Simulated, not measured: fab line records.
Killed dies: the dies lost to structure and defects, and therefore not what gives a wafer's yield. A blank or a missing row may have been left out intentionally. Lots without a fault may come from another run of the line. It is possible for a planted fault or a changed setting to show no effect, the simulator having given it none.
fab line records | flow gf180mcu | part 2 of 2: steps 29 to 39 of 39
[record] lots = 5 | wafers = 15 | last-day = 34
route steps=602 shown PSD@256 NSD@262 SAB@264 SALICIDE@278 CONTACT@287
lots with no fault: from the same line, run without faults
start-h: hours from the record's opening day to when the first of the lot's shown wafers began | wait-h: hours since the lot's step before | " as in the row above | L1.1+2: several wafers, shown together as one row | - no value, or no start was given | * or withheld: withheld | < > ~ a bound
route shown NAME@n: NAME is a module with steps in the file, n the number in the route of the first one | usual: mean/standard deviation of fault-free wafers | same: alike in all rows | chamber/n: place in a boat | sites: the reading at each site | _std_site: standard deviation across them | _edge_site: inner sites' mean taken away from outer sites' mean | radius-mm: how far each site lies from the wafer's centre | mask NAME#n: copy n | behind: the tool/chamber that last shaped the wafer | hold: the reason the lot was held/the length of the hold in hours/how it ended | device: transistor that didn't switch, given as n, p or np | end of line: the same wafers' tests at the end of the route | for a step that has no rows: nothing shown but its recipe | killed: not the wafer's yield, but the dies lost to structure and defects at the first sort | map: per-die view of a wafer (x killed, . not killed, _ where there is no die)
set.NAME: setting as actually run; set.NAME@STEP: the setting as run at that earlier step | model.NAME: the simulator's own value behind a step, which no gauge read
a table for each step, a row for each wafer; lots at some steps of the route
services: a tool's chamber out of use, with start hour (start-h, from the record's first day; less than 0 if before it), hours out, and reason
[[steps]]
[step GF_SALICIDE_RTA_06]
[recipe] temp-c = 530 | time-s = 30 | ambient = N2
[usual] lamp-power-pct = 6.65/0.18 | wafer_temp_C_max = 532.6/1.3
lot.wafer | tool          | chamber | start-h | wait-h | lamp-power-pct | wafer_temp_C_max
L077.1    | rtp-anneal-02 | 0       | 367.83  | 0.1    | 6.81           | 531.6
L077.4    | "             | 0       | "       | "      | 6.80           | 531.2
L077.5    | "             | 0       | "       | "      | 6.80           | 531.5
L080.1    | rtp-anneal-02 | 0       | 391.69  | 0.1    | 6.80           | 532.1
L080.2    | "             | 0       | "       | "      | 6.81           | 532.3
L080.5    | "             | 0       | "       | "      | 6.80           | 531.9
L084.2    | rtp-anneal-01 | 0       | 429.71  | 0.1    | 6.45           | 533.5
L084.3    | "             | 0       | "       | "      | 6.45           | 533.9
L084.5    | "             | 0       | "       | "      | 6.44           | 534.2
L092.1    | rtp-anneal-02 | 0       | 500.15  | 0.1    | 6.81           | 532.1
L092.4    | "             | 0       | "       | "      | 6.81           | 532.1
L092.5    | "             | 0       | "       | "      | 6.81           | 532.2
L096.1    | rtp-anneal-01 | 0       | 529.60  | 0.1    | 6.44           | 535.1
L096.3    | "             | 0       | "       | "      | 6.45           | 533.3
L096.4    | "             | 0       | "       | "      | 6.46           | 535.3
[step GF_SALICIDE_WET_ETCH_07]
[recipe] chemistry = SPM | target-depth-nm = 120 | dry = n2-spin
lot.wafer  | tool         | chamber | start-h | wait-h
L077.1+4+5 | wet-bench-03 | 1       | 367.93  | 0.1
L080.1+2+5 | wet-bench-01 | 2       | 391.79  | 0.1
L084.2+3+5 | wet-bench-03 | 3       | 429.79  | 0.1
L092.1+4+5 | wet-bench-01 | 3       | 500.25  | 0.1
L096.1+3+4 | wet-bench-04 | 1       | 529.70  | 0.1
[step GF_SALICIDE_RTA_08]
[recipe] temp-c = 800 | time-s = 30 | ambient = N2
[usual] lamp-power-pct = 18.4/0.5 | wafer_temp_C_max = 804.6/1.9
lot.wafer | tool          | chamber | start-h | wait-h | lamp-power-pct | wafer_temp_C_max
L077.1    | rtp-anneal-02 | 0       | 368.03  | 0.0    | 18.9           | 803.4
L077.4    | "             | 0       | "       | "      | 18.9           | 802.1
L077.5    | "             | 0       | "       | "      | 18.9           | 802.5
L080.1    | rtp-anneal-01 | 0       | 391.89  | 0.0    | 17.9           | 806.5
L080.2    | "             | 0       | "       | "      | 17.9           | 804.1
L080.5    | "             | 0       | "       | "      | 17.9           | 807.7
L084.2    | rtp-anneal-02 | 0       | 429.90  | 0.0    | 18.9           | 802.0
L084.3    | "             | 0       | "       | "      | 18.9           | 802.7
L084.5    | "             | 0       | "       | "      | 18.9           | 802.9
L092.1    | rtp-anneal-01 | 0       | 500.34  | 0.0    | 17.9           | 808.3
L092.4    | "             | 0       | "       | "      | 17.9           | 806.6
L092.5    | "             | 0       | "       | "      | 17.9           | 808.5
L096.1    | rtp-anneal-02 | 0       | 529.79  | 0.0    | 18.9           | 802.6
L096.3    | "             | 0       | "       | "      | 18.9           | 802.2
L096.4    | "             | 0       | "       | "      | 18.9           | 803.9
[step GF_CONTACT_CVD_00]
[recipe] material = SiO2 | target-thk-nm = 300 | sigma-open-frac = 0.3 | temp-c = 400 | time-s = 50 | sih4-flow-sccm = 60 | pressure-mtorr = 6
[usual] pressure-mtorr = 6.001/0.012 | susceptor-temp-C = 400.01/0.23
lot.wafer | tool      | chamber | start-h | wait-h | pressure-mtorr | susceptor-temp-C
L077.1    | hdpcvd-01 | 1       | 368.13  | 0.1    | 6.005          | 399.84
L077.4    | "         | 0       | "       | "      | 5.992          | 399.83
L077.5    | "         | 0       | "       | "      | 6.018          | 399.77
L080.1    | hdpcvd-02 | 1       | 392.09  | 0.2    | 6.003          | 400.33
L080.2    | "         | 2       | "       | "      | 6.006          | 400.13
L080.5    | "         | 0       | "       | "      | 5.996          | 400.19
L084.2    | hdpcvd-02 | 2       | 429.99  | 0.1    | 5.982          | 400.09
L084.3    | "         | 1       | "       | "      | 6.006          | 400.19
L084.5    | "         | 2       | "       | "      | 5.982          | 400.09
L092.1    | hdpcvd-02 | 1       | 500.44  | 0.1    | 6.002          | 399.98
L092.4    | "         | 2       | "       | "      | 6.005          | 400.12
L092.5    | "         | 0       | "       | "      | 6.013          | 399.99
L096.1    | hdpcvd-02 | 2       | 529.89  | 0.1    | 5.996          | 400.22
L096.3    | "         | 1       | "       | "      | 5.969          | 399.73
L096.4    | "         | 1       | "       | "      | 5.997          | 399.96
[step GF_CONTACT_THK_MEAS_01]
[recipe] reads = SiO2_of_CONTACT_CVD_00
[usual] CONTACT_CVD_00_THK = 299/3.2
lot.wafer | tool          | chamber | start-h | wait-h | CONTACT_CVD_00_THK[nm]
L077.1    | film-metro-02 | -       | 368.19  | 0.0    | 300
L077.4    | "             | -       | "       | "      | 295
L077.5    | "             | -       | "       | "      | 299
L080.1    | film-metro-01 | -       | 392.13  | 0.0    | 301
L080.2    | "             | -       | "       | "      | 298
L080.5    | "             | -       | "       | "      | 300
L084.2    | film-metro-01 | -       | 430.04  | 0.0    | 297
L084.3    | "             | -       | "       | "      | 299
L084.5    | "             | -       | "       | "      | 295
L092.1    | film-metro-01 | -       | 500.49  | 0.0    | 302
L092.4    | "             | -       | "       | "      | 302
L092.5    | "             | -       | "       | "      | 302
L096.1    | film-metro-04 | -       | 529.94  | 0.0    | 306
L096.3    | "             | -       | "       | "      | 307
L096.4    | "             | -       | "       | "      | 305
[step GF_CONTACT_CVD_02]
[recipe] material = SiO2 | target-thk-nm = 860 | precursor = TEOS | temp-c = 400 | time-s = 95.992 | rf-w = 600
[usual] heater-power-w = 638/88 | susceptor-temp-C = 399.97/0.22
lot.wafer | tool     | chamber | start-h | wait-h | heater-power-w | susceptor-temp-C
L077.1    | pecvd-03 | 1       | 368.25  | 0.1    | 733            | 400.19
L077.4    | "        | 0       | "       | "      | 529            | 400.10
L077.5    | "        | 1       | "       | "      | 581            | 400.15
L080.1    | pecvd-03 | 0       | 392.19  | 0.1    | 628            | 399.96
L080.2    | "        | 1       | "       | "      | 647            | 399.75
L080.5    | "        | 1       | "       | "      | 682            | 399.99
L084.2    | pecvd-02 | 2       | 430.09  | 0.0    | 718            | 400.13
L084.3    | "        | 0       | "       | "      | 537            | 399.85
L084.5    | "        | 2       | "       | "      | 570            | 400.06
L092.1    | pecvd-03 | 1       | 500.55  | 0.1    | 620            | 400.01
L092.4    | "        | 2       | "       | "      | 513            | 400.24
L092.5    | "        | 0       | "       | "      | 530            | 400.19
L096.1    | pecvd-03 | 2       | 530.00  | 0.1    | 625            | 399.95
L096.3    | "        | 1       | "       | "      | 638            | 399.38
L096.4    | "        | 2       | "       | "      | 504            | 399.86
[step GF_CONTACT_THK_MEAS_03]
[recipe] reads = SiO2_of_CONTACT_CVD_02
[usual] CONTACT_CVD_02_THK = 857/14
lot.wafer | tool          | chamber | start-h | wait-h | CONTACT_CVD_02_THK[nm]
L077.1    | film-metro-04 | -       | 368.32  | 0.0    | 845
L077.4    | "             | -       | "       | "      | 863
L077.5    | "             | -       | "       | "      | 860
L080.1    | film-metro-02 | -       | 392.26  | 0.0    | 857
L080.2    | "             | -       | "       | "      | 850
L080.5    | "             | -       | "       | "      | 867
L084.2    | film-metro-02 | -       | 430.17  | 0.0    | 832
L084.3    | "             | -       | "       | "      | 850
L084.5    | "             | -       | "       | "      | 841
L092.1    | film-metro-04 | -       | 500.62  | 0.0    | 840
L092.4    | "             | -       | "       | "      | 847
L092.5    | "             | -       | "       | "      | 850
L096.1    | film-metro-02 | -       | 530.07  | 0.0    | 820
L096.3    | "             | -       | "       | "      | 852
L096.4    | "             | -       | "       | "      | 850
[step GF_CONTACT_CMP_04]
[recipe] material = SiO2 | down-force-psi = 4 | platen-rpm = 60 | pad-velocity-m-s = 0.94248
[usual] motor-current-A = 11.9/0.97 | slurry-filter-dp-kPa = 13.51/0.13 | time-to-endpoint-s = 104/5.8
lot.wafer | tool   | chamber | start-h | wait-h | motor-current-A | slurry-filter-dp-kPa | time-to-endpoint-s
L077.1    | cmp-02 | 2       | 368.43  | 0.1    | 12.5            | 13.34                | 107
L077.4    | "      | 3       | "       | "      | 10.9            | 13.24                | 111
L077.5    | "      | 1       | "       | "      | 12.3            | 13.31                | 111
L080.1    | cmp-01 | 0       | 392.42  | 0.1    | 12.6            | 13.45                | 101
L080.2    | "      | 1       | "       | "      | 12.0            | 13.52                | 96
L080.5    | "      | 2       | "       | "      | 12.5            | 13.45                | 106
L084.3    | cmp-02 | 1       | 430.32  | 0.1    | 12.0            | 13.57                | 105
L084.2    | "      | 2       | "       | "      | 13.3            | 13.47                | 96
L084.5    | "      | 3       | "       | "      | 11.4            | 13.58                | 100
L092.4    | cmp-01 | 0       | 500.68  | 0.0    | 12.5            | 13.50                | 101
L092.1    | "      | 3       | "       | "      | 13.0            | 13.50                | 100
L092.5    | "      | 0       | "       | "      | 13.2            | 13.46                | 101
L096.4    | cmp-02 | 0       | 530.13  | 0.0    | 10.5            | 13.50                | 101
L096.1    | "      | 2       | "       | "      | 13.4            | 13.66                | 91
L096.3    | "      | 3       | "       | "      | 10.8            | 13.64                | 104
[step GF_CONTACT_BOW_MEAS_05]
[recipe] mode = bow
[usual] CONTACT_BOW = 66/6.6
lot.wafer | tool          | chamber | start-h | wait-h | CONTACT_BOW[um]
L077.1    | film-metro-01 | -       | 368.68  | 0.2    | 65
L077.4    | "             | -       | "       | "      | 64
L077.5    | "             | -       | "       | "      | 77
L080.1    | film-metro-02 | -       | 392.62  | 0.1    | 53
L080.2    | "             | -       | "       | "      | 60
L080.5    | "             | -       | "       | "      | 70
L084.2    | film-metro-01 | -       | 430.54  | 0.1    | 62
L084.3    | "             | -       | "       | "      | 64
L084.5    | "             | -       | "       | "      | 60
L092.1    | film-metro-04 | -       | 500.98  | 0.1    | 68
L092.4    | "             | -       | "       | "      | 64
L092.5    | "             | -       | "       | "      | 64
L096.1    | film-metro-02 | -       | 530.43  | 0.1    | 59
L096.3    | "             | -       | "       | "      | 61
L096.4    | "             | -       | "       | "      | 77
[step GF_CONTACT_DEHYDRATE_06]
[recipe] temp-c = 200 | time-s = 60
lot.wafer  | tool           | chamber | start-h | wait-h
L077.1+4+5 | litho-track-03 | 0       | 380.11  | 11.4
L080.1+2+5 | litho-track-04 | 0       | 404.06  | 11.4
L084.2+3+5 | litho-track-01 | 0       | 441.96  | 11.4
L092.1+4+5 | litho-track-04 | 0       | 512.15  | 11.2
L096.1+3+4 | litho-track-04 | 0       | 541.35  | 10.9
[step GF_CONTACT_HMDS_07]
[recipe] prime-time-s = 60 | prime-temp-c = 120
lot.wafer  | tool           | chamber | start-h | wait-h
L077.1+4+5 | litho-track-03 | 0       | 380.26  | 0.1
L080.1+2+5 | litho-track-04 | 0       | 404.21  | 0.1
L084.2+3+5 | litho-track-01 | 0       | 442.11  | 0.1
L092.1+4+5 | litho-track-04 | 0       | 512.30  | 0.1
L096.1+3+4 | litho-track-04 | 0       | 541.50  | 0.1
[[services]]
tool             | chamber | start-h | hours | kind
iline-stepper-01 | -       | 323.86  | 0.9   | repair
implanter-03     | -       | 327.07  | 2.2   | repair
cmp-02           | -       | 335.04  | 10.2  | pm
iline-stepper-01 | -       | 344.98  | 4.4   | pm
iline-stepper-01 | -       | 357.59  | 1.7   | pm
wet-bench-02     | -       | 364.02  | 3.2   | repair
pecvd-02         | -       | 368.88  | 14.0  | pm
pecvd-03         | 2       | 376.00  | 5.1   | repair
hdpcvd-02        | 1       | 380.00  | 4.7   | repair
cmp-02           | -       | 391.06  | 5.2   | pm
pvd-sputter-01   | -       | 395.83  | 8.4   | repair
iline-stepper-01 | -       | 398.68  | 1.4   | repair
wet-bench-01     | -       | 404.26  | 93.9  | repair
plasma-asher-02  | -       | 421.25  | 9.0   | pm
plasma-asher-01  | -       | 426.91  | 0.6   | repair
pecvd-03         | 1       | 437.47  | 18.2  | repair
plasma-asher-02  | -       | 451.62  | 1.8   | repair
wet-bench-02     | -       | 483.72  | 4.6   | repair
cmp-02           | -       | 486.94  | 1.8   | repair
implanter-03     | -       | 496.87  | 1.3   | repair
wet-bench-04     | -       | 510.75  | 4.0   | repair
implanter-03     | -       | 511.59  | 5.4   | pm
pecvd-02         | -       | 513.15  | 1.4   | repair
pvd-sputter-02   | -       | 538.49  | 8.1   | repair
